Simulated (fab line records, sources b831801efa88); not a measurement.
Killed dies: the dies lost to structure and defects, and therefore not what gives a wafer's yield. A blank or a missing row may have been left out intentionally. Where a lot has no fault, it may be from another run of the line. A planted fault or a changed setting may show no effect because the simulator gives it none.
What tool caused it? + flow gf180mcu + Sampling: 13 lots, 39 wafers, 5 of 602 route steps

WHAT THE GAUGES READ, wafer by wafer
GF_HV_LDD_TW_MEAS_11.
| lot  | measured     | on            | HV_LDD_TW      |
|------|--------------|---------------|----------------|
| L618 | day 10 07:23 | film_metro-01 | 2385 2387 2402 |
| L619 | day 10 16:50 | film_metro-01 | 2385 2404 2406 |
| L621 | day 11 07:29 | film_metro-04 | 2378 2370 2366 |
| L622 | day 11 23:28 | film_metro-04 | 2375 2358 2366 |
| L627 | day 13 06:42 | film_metro-01 | 2410 2401 2408 |
| L629 | day 13 23:26 | film_metro-02 | 2320 2331 2330 |
| L630 | day 14 06:02 | film_metro-02 | 2329 2341 2336 |
| L631 | day 14 10:22 | film_metro-01 | 2380 2404 2417 |
| L632 | day 14 23:56 | film_metro-01 | 2411 2404 2415 |
| L633 | day 15 07:09 | film_metro-01 | 2403 2407 2416 |
| L637 | day 16 04:28 | film_metro-01 | 2408 2403 2403 |
| L639 | day 17 03:07 | film_metro-02 | 2397 2394 2393 |
| L640 | day 17 06:59 | film_metro-04 | 2367 2369 2368 |

GF_HV_LDD_RS_MEAS_53: a four-point-probe measurement.
| lot  | measured     | on            | HV_LDD_RS (ohm/sq) |
|------|--------------|---------------|--------------------|
| L618 | day 12 15:30 | film_metro-04 | 418.8 418.7 419.2  |
| L619 | day 13 01:59 | film_metro-04 | 419.0 417.7 417.7  |
| L621 | day 13 18:16 | film_metro-01 | 417.9 417.4 417.8  |
| L622 | day 14 12:15 | film_metro-04 | 417.2 417.6 417.5  |
| L627 | day 15 22:20 | film_metro-02 | 417.8 418.2 417.7  |
| L629 | day 16 15:34 | film_metro-02 | 434.5 433.2 435.3  |
| L630 | day 17 03:11 | film_metro-04 | 434.3 434.3 435.5  |
| L631 | day 17 05:21 | film_metro-01 | 419.1 419.8 418.0  |
| L632 | day 17 19:15 | film_metro-04 | 418.5 418.8 418.4  |
| L633 | day 18 04:01 | film_metro-02 | 417.0 417.2 417.6  |
| L637 | day 19 04:19 | film_metro-02 | 416.7 418.6 416.9  |
| L639 | day 20 02:18 | film_metro-02 | 416.6 416.0 416.2  |
| L640 | day 20 08:32 | film_metro-04 | 419.7 418.6 418.4  |

GF_V3_BOW_MEAS_05.
| lot  | measured     | on            | V3_BOW (um) |
|------|--------------|---------------|-------------|
| L618 | day 21 16:16 | film_metro-03 | 118 122 122 |
| L619 | day 22 01:52 | film_metro-03 | 110 103 108 |
| L621 | day 22 20:29 | film_metro-02 | 114 128 128 |
| L622 | day 23 19:37 | film_metro-02 | 118 126 120 |
| L627 | day 25 08:53 | film_metro-01 | 118 115 117 |
| L629 | day 25 21:13 | film_metro-01 | 104 111 106 |
| L630 | day 26 08:23 | film_metro-01 | 120 102 112 |
| L631 | day 26 09:47 | film_metro-03 | 125 120 118 |
| L632 | day 26 22:20 | film_metro-02 | 100 102 113 |
| L633 | day 27 08:50 | film_metro-03 | 111 108 119 |
| L637 | day 28 01:43 | film_metro-01 | 127 108 126 |
| L639 | day 28 21:23 | film_metro-02 | 119 127 123 |
| L640 | day 29 01:06 | film_metro-03 | 124 115 108 |

WHICH TOOL RAN EACH LOT (tool, then ch and the chambers of the sampled wafers, then the start)
| lot  | GF_HV_LDD_IMPLANT_09            | GF_V1_CMP_26                  |
|------|---------------------------------|-------------------------------|
| L618 | implanter-03 ch 0, day 10 07:09 | cmp-02 ch 0,2,3, day 18 10:16 |
| L619 | implanter-01 ch 0, day 10 16:35 | cmp-02 ch 0,3, day 18 21:44   |
| L621 | implanter-01 ch 0, day 11 07:15 | cmp-02 ch 0,1,3, day 19 16:27 |
| L622 | implanter-04 ch 0, day 11 23:13 | cmp-01 ch 2,3, day 20 15:50   |
| L627 | implanter-03 ch 0, day 13 06:29 | cmp-01 ch 0,3, day 22 07:42   |
| L629 | implanter-01 ch 0, day 13 23:11 | cmp-01 ch 2,3, day 22 21:46   |
| L630 | implanter-01 ch 0, day 14 05:47 | cmp-01 ch 0,3, day 23 11:37   |
| L631 | implanter-04 ch 0, day 14 10:08 | cmp-01 ch 1,2,3, day 23 12:43 |
| L632 | implanter-03 ch 0, day 14 23:41 | cmp-01 ch 0,1, day 24 01:26   |
| L633 | implanter-03 ch 0, day 15 06:56 | cmp-02 ch 0,2,3, day 24 13:53 |
| L637 | implanter-03 ch 0, day 16 04:14 | cmp-02 ch 0,3, day 25 07:25   |
| L639 | implanter-03 ch 0, day 17 02:52 | cmp-01 ch 0,1,3, day 26 04:22 |
| L640 | implanter-01 ch 0, day 17 06:44 | cmp-02 ch 2,3, day 26 08:35   |
- GF_HV_LDD_IMPLANT_09
- GF_V1_CMP_26: polishes, stops on SiO2, t overpolish 15 s, target thk 0 nm.

WHAT THE TOOLS THEMSELVES READ (means of the sampled wafers that have a number; where no wafer has one, the mark that the record gives instead)
GF_HV_LDD_IMPLANT_09.
| lot  | tool         | beam_energy_keV |
|------|--------------|-----------------|
| L618 | implanter-03 | 39.992          |
| L619 | implanter-01 | 39.999          |
| L621 | implanter-01 | 39.997          |
| L622 | implanter-04 | 40.000          |
| L627 | implanter-03 | 40.000          |
| L629 | implanter-01 | 39.998          |
| L630 | implanter-01 | 40.015          |
| L631 | implanter-04 | 39.999          |
| L632 | implanter-03 | 39.983          |
| L633 | implanter-03 | 39.984          |
| L637 | implanter-03 | 39.985          |
| L639 | implanter-03 | 40.010          |
| L640 | implanter-01 | 40.015          |

GF_V1_CMP_26.
| lot  | tool   | motor_current_A (A) | overpolish_run_s (s) | time_to_endpoint_s (s) |
|------|--------|---------------------|----------------------|------------------------|
| L618 | cmp-02 | 11.6                | 15.003               | 93                     |
| L619 | cmp-02 | 12.4                | 15.004               | 86                     |
| L621 | cmp-02 | 11.0                | 15.002               | 88                     |
| L622 | cmp-01 | 12.2                | 15.001               | 87                     |
| L627 | cmp-01 | 11.9                | 14.992               | 88                     |
| L629 | cmp-01 | 11.4                | 14.997               | 88                     |
| L630 | cmp-01 | 10.4                | 14.999               | 87                     |
| L631 | cmp-01 | 12.1                | 14.996               | 84                     |
| L632 | cmp-01 | 9.7                 | 14.991               | 85                     |
| L633 | cmp-02 | 11.6                | 15.003               | 82                     |
| L637 | cmp-02 | 11.8                | 14.993               | 82                     |
| L639 | cmp-01 | 11.2                | 15.000               | 85                     |
| L640 | cmp-02 | 11.1                | 14.995               | 82                     |

THE ANSWER, worked out from the rows above alone
Rule: the lots themselves supply what counts as usual. Put in order of their means at a reading, lots are off if they are a third of the lots or fewer, leave a main group of 4 or more, and stand apart from it by a gap of 3 or more times the standard deviation of the main group's means; of several such gaps the widest counts. Not used: any main group whose means are identical at the precision the tables above print for the reading. A lot without any number at a reading at which 4 lots or more have one is off too. Any other lot the step has rows for is counted as sound. After the gauges, taken in route order, come the tools' own readings; for these a lot's mean is taken, as printed above. The first step at which some lot is off is used, and at that step the reading that is off furthest; a lot without a number counts as furthest.
Off: L629, L630, seen at GF_HV_LDD_RS_MEAS_53 (HV_LDD_RS). Mean 417.9 ohm/sq and standard deviation 0.81 in the main group.
If a tool, at a process step before that reading, ran all the lots that are off and no sound lot after the first of them, it fits. Gauges at GF_HV_LDD_RS_MEAS_53: tried the same way as those tools. Not one of the candidates tried fits.

WHAT THE SIMULATOR HAD INSERTED
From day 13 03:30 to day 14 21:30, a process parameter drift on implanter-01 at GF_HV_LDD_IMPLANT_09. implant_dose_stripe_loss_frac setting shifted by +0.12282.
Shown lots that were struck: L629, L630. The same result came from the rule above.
